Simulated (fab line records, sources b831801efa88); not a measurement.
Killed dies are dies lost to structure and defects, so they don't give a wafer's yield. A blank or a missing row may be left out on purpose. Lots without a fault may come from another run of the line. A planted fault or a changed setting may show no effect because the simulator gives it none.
Which tool did it? | flow sky130 | 11 lots, 33 wafers sampled, at 5 steps of a route of 708

WHAT THE GAUGES READ, wafer by wafer
SKY_CAPM_THK_MEAS_01.
lot  | measured     | on            | CAPM_CVD_00_THK (nm)
L272 | day 37 06:15 | film_metro-04 | 14.93 15.23 15.34
L274 | day 37 13:08 | film_metro-02 | 15.37 15.68 15.81
L275 | day 38 01:39 | film_metro-02 | 15.26 15.28 15.48
L280 | day 39 23:23 | film_metro-02 | 30.84 31.92 31.07
L281 | day 40 00:34 | film_metro-04 | 30.93 31.09 31.57
L282 | day 40 07:11 | film_metro-02 | 30.51 31.15 31.25
L286 | day 41 05:18 | film_metro-02 | 15.32 15.75 15.69
L287 | day 41 11:38 | film_metro-02 | 15.27 15.16 15.35
L290 | day 42 11:48 | film_metro-04 | 15.50 15.42 15.77
L292 | day 42 17:33 | film_metro-02 | 15.51 15.42 15.90
L293 | day 43 18:12 | film_metro-04 | 15.81 15.55 15.79

WHICH TOOL RAN EACH LOT (tool, then ch and the chambers of the sampled wafers, then the start)
lot  | SKY_METAL2_ETCH_18                | SKY_VIA2_CMP_24               | SKY_METAL3_SPUTTER_02        | SKY_CAPM_CVD_00
L272 | rie_metal-02 ch 0,1, day 36 00:46 | cmp-02 ch 0,3, day 37 05:46   | pvd_sputter-01, day 37 06:07 | pecvd-03 ch 0,1, day 37 06:13
L274 | rie_metal-04 ch 0,1, day 36 08:26 | cmp-01 ch 0,2,3, day 37 12:39 | pvd_sputter-03, day 37 13:00 | pecvd-02 ch 0,1,2, day 37 13:06
L275 | rie_metal-02 ch 1, day 36 21:04   | cmp-02 ch 2,3, day 38 01:10   | pvd_sputter-03, day 38 01:31 | pecvd-02 ch 0,1, day 38 01:37
L280 | rie_metal-04 ch 0,1, day 38 19:28 | cmp-02 ch 2,3, day 39 22:43   | pvd_sputter-02, day 39 23:04 | pecvd-02 ch 0,2, day 39 23:00
L281 | rie_metal-02 ch 0,1, day 38 20:56 | cmp-01 ch 1,2,3, day 39 23:54 | pvd_sputter-02, day 40 00:15 | pecvd-04 ch 0,2, day 40 00:00
L282 | rie_metal-04 ch 0,1, day 39 02:54 | cmp-01 ch 0,1,2, day 40 06:36 | pvd_sputter-01, day 40 06:51 | pecvd-02 ch 0,1, day 40 06:57
L286 | rie_metal-03 ch 0,1, day 40 01:58 | cmp-01 ch 1,2, day 41 04:49   | pvd_sputter-03, day 41 05:10 | pecvd-03 ch 0,1, day 41 05:16
L287 | rie_metal-04 ch 0,1, day 40 08:32 | cmp-01 ch 0,3, day 41 11:10   | pvd_sputter-02, day 41 11:31 | pecvd-03 ch 0,1, day 41 11:37
L290 | rie_metal-04 ch 0,1, day 41 09:05 | cmp-02 ch 1,2, day 42 11:20   | pvd_sputter-02, day 42 11:41 | pecvd-04 ch 0,1,2, day 42 11:47
L292 | rie_metal-02 ch 0,1, day 41 14:25 | cmp-01 ch 1,2,3, day 42 17:05 | pvd_sputter-02, day 42 17:26 | pecvd-03 ch 1,2, day 42 17:32
L293 | rie_metal-04 ch 0,1, day 42 15:45 | cmp-01 ch 0,1,2, day 43 17:47 | pvd_sputter-01, day 43 18:02 | pecvd-04 ch 0,1,2, day 43 18:10
- SKY_METAL2_ETCH_18: etches BARC in N2/H2, stops on SiO2, time 45.9 s, target depth 60 nm.
- SKY_VIA2_CMP_24: polishes, stops on SiO2, t overpolish 20 s, target thk 0 nm.
- SKY_METAL3_SPUTTER_02: material AlCu, target thk 735 nm, time 39.1 s.
- SKY_CAPM_CVD_00: deposits SiO2, target thk 15.5 nm.

WHAT THE TOOLS THEMSELVES READ (means of the sampled wafers that have a number; where no wafer has one, the mark that the record gives instead)
SKY_METAL2_ETCH_18.
lot  | tool         | drypump_motor_current_A (A) | h2_flow_sccm (sccm) | oes_product_au (a.u.) | throttle_valve_pct (%)
L272 | rie_metal-02 | 5.5                         | 200.3               | 0.858                 | 13.231
L274 | rie_metal-04 | 5.3                         | 200.4               | 0.849                 | 13.220
L275 | rie_metal-02 | 5.0                         | 199.9               | 0.850                 | 13.229
L280 | rie_metal-04 | 5.3                         | 200.1               | 0.853                 | 13.228
L281 | rie_metal-02 | 5.5                         | 200.2               | 0.848                 | 13.213
L282 | rie_metal-04 | 5.3                         | 199.3               | 0.851                 | 13.222
L286 | rie_metal-03 | 5.8                         | 200.3               | 0.854                 | 13.230
L287 | rie_metal-04 | 5.3                         | 200.3               | 0.853                 | 13.209
L290 | rie_metal-04 | 5.3                         | 200.3               | 0.851                 | 13.223
L292 | rie_metal-02 | 5.5                         | 199.5               | 0.862                 | 13.217
L293 | rie_metal-04 | 5.3                         | 200.2               | 0.855                 | 13.218

SKY_VIA2_CMP_24.
lot  | tool   | motor_current_A (A) | overpolish_run_s (s) | time_to_endpoint_s (s)
L272 | cmp-02 | 10.2                | 20.006               | 104
L274 | cmp-01 | 12.7                | 20.015               | 94
L275 | cmp-02 | 9.5                 | 19.999               | 101
L280 | cmp-02 | 9.5                 | 20.008               | 102
L281 | cmp-01 | 11.6                | 20.004               | 99
L282 | cmp-01 | 12.4                | 19.991               | 96
L286 | cmp-01 | 11.7                | 20.000               | 98
L287 | cmp-01 | 12.3                | 20.001               | 100
L290 | cmp-02 | 10.2                | 20.004               | 102
L292 | cmp-01 | 12.0                | 20.004               | 102
L293 | cmp-01 | 12.8                | 20.011               | 103

SKY_METAL3_SPUTTER_02.
lot  | tool           | chamber_pressure_pa (Pa) | throttle_valve_pct (%)
L272 | pvd_sputter-01 | 0.3999                   | 29.7
L274 | pvd_sputter-03 | 0.4001                   | 29.3
L275 | pvd_sputter-03 | 0.4000                   | 29.2
L280 | pvd_sputter-02 | 0.4004                   | 29.9
L281 | pvd_sputter-02 | 0.4002                   | 30.0
L282 | pvd_sputter-01 | 0.4002                   | 29.7
L286 | pvd_sputter-03 | 0.4002                   | 29.3
L287 | pvd_sputter-02 | 0.4003                   | 29.2
L290 | pvd_sputter-02 | 0.4006                   | 30.2
L292 | pvd_sputter-02 | 0.4005                   | 31.1
L293 | pvd_sputter-01 | 0.3999                   | 30.3

SKY_CAPM_CVD_00.
lot  | tool     | heater_power_w (W) | susceptor_temp_C (C)
L272 | pecvd-03 | 739                | 399.92
L274 | pecvd-02 | 759                | 399.85
L275 | pecvd-02 | 716                | 399.97
L280 | pecvd-02 | 744                | 400.02
L281 | pecvd-04 | 730                | 399.83
L282 | pecvd-02 | 774                | 399.97
L286 | pecvd-03 | 732                | 399.98
L287 | pecvd-03 | 723                | 400.23
L290 | pecvd-04 | 684                | 400.09
L292 | pecvd-03 | 766                | 399.95
L293 | pecvd-04 | 689                | 400.19

THE ANSWER, worked out from the rows above alone
Rule: what is usual is taken from the lots themselves. Put in order of their means at a reading, lots are off if they are a third of the lots or fewer, leave a main group of 4 or more, and stand apart from it by a gap of 3 or more times the standard deviation of the main group's means; of several such gaps the widest counts. A main group whose means are all the same, to the digits that the tables above print for the reading, isn't used. A lot without any number at a reading at which 4 lots or more have one is off too. The other lots that the step has rows for count as sound. The gauges are gone through in route order, then the tools' own readings, and for those a lot's mean is taken as printed above. The first step at which some lot is off is used, and at that step the reading that is off furthest; a lot without a number counts as furthest.
Off: L280, L281, L282, at SKY_CAPM_THK_MEAS_01 (CAPM_CVD_00_THK). The main group: mean 15.48 nm, standard deviation 0.19.
A tool fits if, at a process step before that reading, it ran every lot that is off, and no sound lot after the first of them. The gauges at SKY_CAPM_THK_MEAS_01 are tried like those tools. None of those tried fits.

WHAT THE SIMULATOR HAD PUT IN
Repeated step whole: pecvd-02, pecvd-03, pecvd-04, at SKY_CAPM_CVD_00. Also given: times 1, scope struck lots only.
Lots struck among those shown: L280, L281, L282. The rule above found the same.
